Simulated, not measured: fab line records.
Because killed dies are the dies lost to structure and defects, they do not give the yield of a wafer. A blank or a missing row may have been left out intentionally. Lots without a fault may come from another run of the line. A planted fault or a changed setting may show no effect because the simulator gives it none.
Comparing a struck lot with a sound one | flow sky130 | 27 out of 708 route steps
Sound: these wafers, L637.1, L637.3, L637.6. Struck: wafers L648.4, L648.5. (L648.3 of the same lot was not struck and is left out.) The cause comes at the end.
Order at every step that has rows: each side's tool, ch and its chambers, its first start. Under that, the readings that differ: sound wafers | struck wafers | difference of the means | sigmas: that difference in standard deviations of wafers without a fault.
alike: a reading whose means differ by less than 2 such deviations, as well as words and numbers matching on both sides. not compared: withheld readings; readings where some wafer has no value; bounds like >300 that might hide an equal value; numbers whose values overlap and for which the record gives no deviation.
Wherever a step has rows on one side only, a row that says differs or no value, or a row with sigmas, the two part there. Numbers that have no deviation but don't overlap get no sigmas and don't part them. A reading that every wafer of one side lacks parts them only if that side has two wafers or more.

first, 5 steps without rows for these wafers: SKY_VIA4_ETCH_12 (etches SiO2 in C4F8/O2/Ar, stops on TiN, target depth 580 nm); SKY_VIA4_STRIP_13 (strips in O2/N2); SKY_VIA4_STRIP_14 (strips in post etch residue remover, time 1200 s); SKY_VIA4_CLEAN_15 (cleans in IPA, time 180 s); SKY_VIA4_CLEAN_16 (cleans in O3/DIW).
SKY_VIA4_SPUTTER_17: material TiN, target thk 20 nm, time 80 s.
  sound on pvdSputter-03, day 43 20:28; struck on pvdSputter-04, day 46 23:05
  alike: throttleValvePct
SKY_VIA4_CVD_18: deposits W, target thk 505 nm, time 152.14 s.
  sound on cvdW-01 ch 0, day 43 20:32; struck on cvdW-02 ch 1, day 46 23:11
  alike: heaterPowerW
SKY_VIA4_RS_MEAS_19: measurement is done with a four-point probe.
  sound on filmMetro-03, day 43 20:41; struck on filmMetro-03, day 46 23:20
reading            | sound                | struck        | difference | sigmas
VIA4_W_RS (ohm/sq) | 0.2300 0.2295 0.2305 | 0.2233 0.2239 | -0.0064    | -2
SKY_VIA4_THK_MEAS_20: measures by xrf.
  sound on filmMetro-03, day 43 20:48; struck on filmMetro-03, day 46 23:26
  alike: VIA4_W_THK
SKY_VIA4_CMP_21: polishes, stops on SiO2, t overpolish 25 s, target thk 0 nm.
  sound on cmp-02 ch 2,3, day 43 20:52; struck on cmp-01 ch 0,3, day 46 23:35
  alike: motorCurrentA, overpolishRunS, timeToEndpointS
SKY_METAL5_SPUTTER_00: material Ti, target thk 15 nm, time 10 s.
  sound on pvdSputter-04, day 43 21:10; struck on pvdSputter-04, day 46 23:47
  alike: throttleValvePct
then, 1 step without rows for these wafers: SKY_METAL5_SPUTTER_01 (material TiN, target thk 20 nm, time 16.7 s).
SKY_METAL5_SPUTTER_02: material AlCu, target thk 1150 nm, time 61.2 s.
  sound on pvdSputter-04, day 43 21:13; struck on pvdSputter-04, day 46 23:49
reading                                    | sound          | struck      | difference | sigmas
model.AlCu_of_METAL5_SPUTTER_02.thkNm (nm) | 1160 1161 1161 | 560.2 562.5 | -599.3     | 
  alike: throttleValvePct
then, 2 steps without rows for these wafers: SKY_METAL5_SPUTTER_03 (material Ti, target thk 5 nm, time 3.3 s); SKY_METAL5_SPUTTER_04 (material TiN, target thk 70 nm, time 58.3 s).
SKY_METAL5_RS_MEAS_05: measurement is done with a four-point probe.
  sound on filmMetro-03, day 43 21:20; struck on filmMetro-02, day 47 00:21
reading                 | sound                | struck        | difference | sigmas
METAL5_ALCU_RS (ohm/sq) | 0.0269 0.0268 0.0268 | 0.0559 0.0556 | +0.0289    | +80
  not compared: hold
SKY_METAL5_THK_MEAS_06: measures by xrf.
  sound on filmMetro-03, day 43 21:27; struck on filmMetro-02, day 47 04:21
reading              | sound          | struck  | difference | sigmas
METAL5_ALCU_THK (nm) | 1172 1164 1167 | 569 569 | -599       | -35
  not compared: hold
then, 7 steps without rows for these wafers: SKY_METAL5_HMDS_08 (prime time 60 s); SKY_METAL5_COAT_09 (resist thk 1800 nm); SKY_METAL5_SOFTBAKE_10 (time 60 s); SKY_METAL5_EXPOSE_11 (exposes mask MM5, target cd 1600 nm); SKY_METAL5_PEB_12; SKY_METAL5_DEVELOP_13 (develop time 60 s); SKY_METAL5_DESCUM_14 (chemistry O2, time 11 s).
SKY_METAL5_METAL_ETCH_15: etches the open film in Cl2/BCl3, stops on SiO2, target depth 1260 nm, time 252 s.
  sound on rieMetal-04 ch 0,1, day 44 19:18; struck on rieMetal-03 ch 1, day 47 19:38
reading                  | sound             | struck      | difference | sigmas
drypumpMotorCurrentA (A) | 6.2 6.2 6.4       | 5.4 5.4     | -0.9       | -2
oesProductAu (a.u.)      | 0.890 0.892 0.899 | 0.658 0.660 | -0.235     | -43
  alike: heBacksideLeakSccm, throttleValvePct
  not compared: rfHoursCounterH
SKY_METAL5_STRIP_16: strips in O2/N2.
  sound on plasmaAsher-01 ch 0,1, day 44 19:32; struck on plasmaAsher-04 ch 1, day 47 19:50
reading                  | sound       | struck  | difference | sigmas
drypumpMotorCurrentA (A) | 5.2 5.2 5.2 | 6.1 6.0 | +0.8       | +2
  alike: oesProductAu, stripTimeToEndpointS
  not compared: rfHoursCounterH
SKY_PAD_OPEN_PROBE_99:
  sound on prober-02, day 46 16:29; struck on prober-02, day 49 12:32
reading                     | sound                   | struck          | difference | sigmas
defectLimitedYield (%)      | 79.7 79.7 80.3          | 85.4 83.3       | +4.4       | +2
killedAtFrontEnd            | 18 19 21                | 13 7            | -9         | -2
killedDies                  | 100 100 97              | 72 82           | -22        | -2
sortNPass                   | 392 392 395             | 420 410         | +22        | +2
sortYieldPct (%)            | 79.7 79.7 80.3          | 85.4 83.3       | +4.4       | +2
model.etest.via4Chain.rcOhm | 0.7804 0.8321 0.7776    | 0.8963 0.8896   | +0.0962    | 
model.etest.met5.rsOhmSq    | 0.02687 0.0266 0.02679  | 0.05617 0.05587 | +0.02927   | 
model.etest.met5.lineOhmUm  | 0.01677 0.01659 0.01682 | 0.0354 0.03521  | +0.0186    | 
  alike: killed_at_M0_to_M3, killed_at_M4_up, killedAtContacts, killedAtOther, killedOpen, killedShort, sort_bin_3_pad_short, sort_bin_5_function, sort_bin_6_memory

== WHERE THEY PART ==
At SKY_VIA4_RS_MEAS_19 first; at SKY_PAD_OPEN_PROBE_99 last (within this record only).

WHY: what the simulator had put in
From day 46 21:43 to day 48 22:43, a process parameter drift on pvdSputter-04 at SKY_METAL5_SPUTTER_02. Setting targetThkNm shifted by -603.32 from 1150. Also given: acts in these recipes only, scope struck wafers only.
